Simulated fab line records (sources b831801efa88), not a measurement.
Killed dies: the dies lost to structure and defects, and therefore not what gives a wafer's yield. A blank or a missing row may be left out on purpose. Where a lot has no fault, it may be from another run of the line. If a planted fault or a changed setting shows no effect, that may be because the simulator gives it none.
Matching of chambers / flow gf180mcu / pecvd-04 running GF_V2_CVD_02: 3 sister chambers
The step deposits SiO2 from TEOS, target thk 850 nm, time 94.851 s. 6 wafers are shown with their chamber, then 12 later ones without.

WAFERS PAIRED WITH THEIR CHAMBERS
wafer=L083.4; chamber=1; heaterPowerW (W)=570
wafer=L088.1; chamber=2; heaterPowerW (W)=667
wafer=L088.4; chamber=0; heaterPowerW (W)=612
wafer=L090.1; chamber=2; heaterPowerW (W)=759
wafer=L090.3; chamber=0; heaterPowerW (W)=609
wafer=L090.5; chamber=1; heaterPowerW (W)=547

WAFERS WITHOUT THEIR CHAMBER
wafer=L093.1; heaterPowerW (W)=559
wafer=L093.4; heaterPowerW (W)=734
wafer=L093.5; heaterPowerW (W)=448
wafer=L094.1; heaterPowerW (W)=614
wafer=L094.4; heaterPowerW (W)=498
wafer=L094.6; heaterPowerW (W)=691
wafer=L095.1; heaterPowerW (W)=733
wafer=L095.3; heaterPowerW (W)=623
wafer=L095.6; heaterPowerW (W)=768
wafer=L097.1; heaterPowerW (W)=526
wafer=L097.4; heaterPowerW (W)=488
wafer=L097.6; heaterPowerW (W)=567

WHICH CHAMBER EACH ONE RAN IN
wafer=L093.1; from the rows above=can't be placed: 1 or 0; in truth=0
wafer=L093.4; from the rows above=2; in truth=2
wafer=L093.5; from the rows above=can't be placed: 1 or 0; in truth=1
wafer=L094.1; from the rows above=can't be placed: 0 or 1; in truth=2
wafer=L094.4; from the rows above=can't be placed: 1 or 0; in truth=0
wafer=L094.6; from the rows above=can't be placed: 2 or 0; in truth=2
wafer=L095.1; from the rows above=2; in truth=2
wafer=L095.3; from the rows above=can't be placed: 0 or 1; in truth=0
wafer=L095.6; from the rows above=2; in truth=2
wafer=L097.1; from the rows above=can't be placed: 1 or 0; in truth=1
wafer=L097.4; from the rows above=can't be placed: 1 or 0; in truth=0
wafer=L097.6; from the rows above=can't be placed: 1 or 0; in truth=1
Correctly placed: 3 of 12. Unplaceable from these rows: 9, with the true chamber sitting among the candidates in 8. Wrongly placed: 0.
How it was worked out, from the rows above alone: a wafer's distance from a chamber is the root of the sum, over the readings, of the square of ((its reading less the chamber's mean) divided by the reading's scatter). The wafer belongs to the nearest chamber; if the next one is less than 2 further off, it can't be placed. A chamber's mean is the mean of its shown wafers. The scatter: take each reading less its chamber's mean, square it, sum over the shown wafers, divide by the number of wafers less the number of chambers, and take the root.
